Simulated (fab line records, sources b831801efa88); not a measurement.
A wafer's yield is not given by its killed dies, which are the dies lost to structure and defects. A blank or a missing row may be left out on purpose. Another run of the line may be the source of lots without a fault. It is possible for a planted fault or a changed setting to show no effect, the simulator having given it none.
Which tool did it?	flow gf180mcu	Sampling: 12 lots, 36 wafers, 2 of 602 route steps

## WHAT EACH GAUGE READ, for each wafer
GF_V3_THK_MEAS_01.
lot	measured	on	V3_CVD_00_THK (nm)
L190	day 21 10:25	film_metro-02	614 595 609
L192	day 22 07:03	film_metro-03	610 595 615
L193	day 22 22:10	film_metro-03	598 597 588
L195	day 23 13:43	film_metro-02	595 595 594
L199	day 24 21:15	film_metro-01	607 595 601
L201	day 25 14:47	film_metro-02	604 598 609
L202	day 25 22:17	film_metro-01	607 595 605
L203	day 26 07:14	film_metro-02	600 608 599
L205	day 26 23:53	film_metro-03	594 596 610
L204	day 27 00:08	film_metro-01	589 600 591
L211	day 28 16:56	film_metro-01	597 600 594
L212	day 28 18:51	film_metro-02	611 608 607

## TOOL THAT RAN EACH LOT (tool first, then ch and the chambers of the sampled wafers, then the start)
lot	GF_M3_METAL_ETCH_16
L190	rie_metal-02 ch 0, day 21 09:41
L192	rie_metal-02 ch 0,1, day 22 06:17
L193	rie_metal-04 ch 0,1, day 22 21:01
L195	rie_metal-03 ch 0,1, day 23 12:58
L199	rie_metal-02 ch 0,1, day 24 20:31
L201	rie_metal-02 ch 0,1, day 25 14:03
L202	rie_metal-04 ch 0,1, day 25 21:32
L203	rie_metal-04 ch 1, day 26 06:28
L205	rie_metal-04 ch 0, day 26 23:01
L204	rie_metal-03 ch 0,1, day 26 23:22
L211	rie_metal-03 ch 0,1, day 28 16:11
L212	rie_metal-02 ch 0,1, day 28 18:05
- GF_M3_METAL_ETCH_16: etches the open film in Cl2/BCl3, stops on SiO2, target depth 750.8 nm, time 125.1 s.

## WHAT THE TOOLS THEMSELVES READ (means of the sampled wafers that have a number; where no wafer has one, the mark that the record gives instead)
GF_M3_METAL_ETCH_16.
lot	tool	drypump_motor_current_A (A)	oes_product_au (a.u.)	throttle_valve_pct (%)
L190	rie_metal-02	6.0	0.990	28.227
L192	rie_metal-02	6.1	0.980	28.236
L193	rie_metal-04	6.1	0.994	28.228
L195	rie_metal-03	5.2	0.993	28.233
L199	rie_metal-02	6.2	0.974	28.244
L201	rie_metal-02	6.1	0.983	28.250
L202	rie_metal-04	5.8	0.986	28.235
L203	rie_metal-04	6.5	0.994	28.222
L205	rie_metal-04	5.4	0.979	28.230
L204	rie_metal-03	5.1	0.991	28.228
L211	rie_metal-03	5.1	0.987	28.235
L212	rie_metal-02	6.2	0.988	28.220

## THE ANSWER, worked out from the rows above alone
Rule: usual is defined by the lots themselves. The widest of any qualifying gaps counts: lots, ordered by their means at a reading, are off when they make up no more than a third of the lots, leave a main group of 4 or more, and stand apart from it by 3 or more times the standard deviation of that group's means. Not used: any main group whose means are identical at the precision the tables above print for the reading. Also off: a lot with no number at a reading for which 4 or more lots have one. The other lots that the step has rows for count as sound. Order of review: gauges by route order, followed by the tools' own readings, for which a lot's mean as printed above is used. At the first step where some lot is off, the reading lying furthest off is the one used; lots without a number count as furthest.
Across all readings shown, no lot is off: no conclusion can be drawn from this.

## WHAT WAS PUT IN BY THE SIMULATOR
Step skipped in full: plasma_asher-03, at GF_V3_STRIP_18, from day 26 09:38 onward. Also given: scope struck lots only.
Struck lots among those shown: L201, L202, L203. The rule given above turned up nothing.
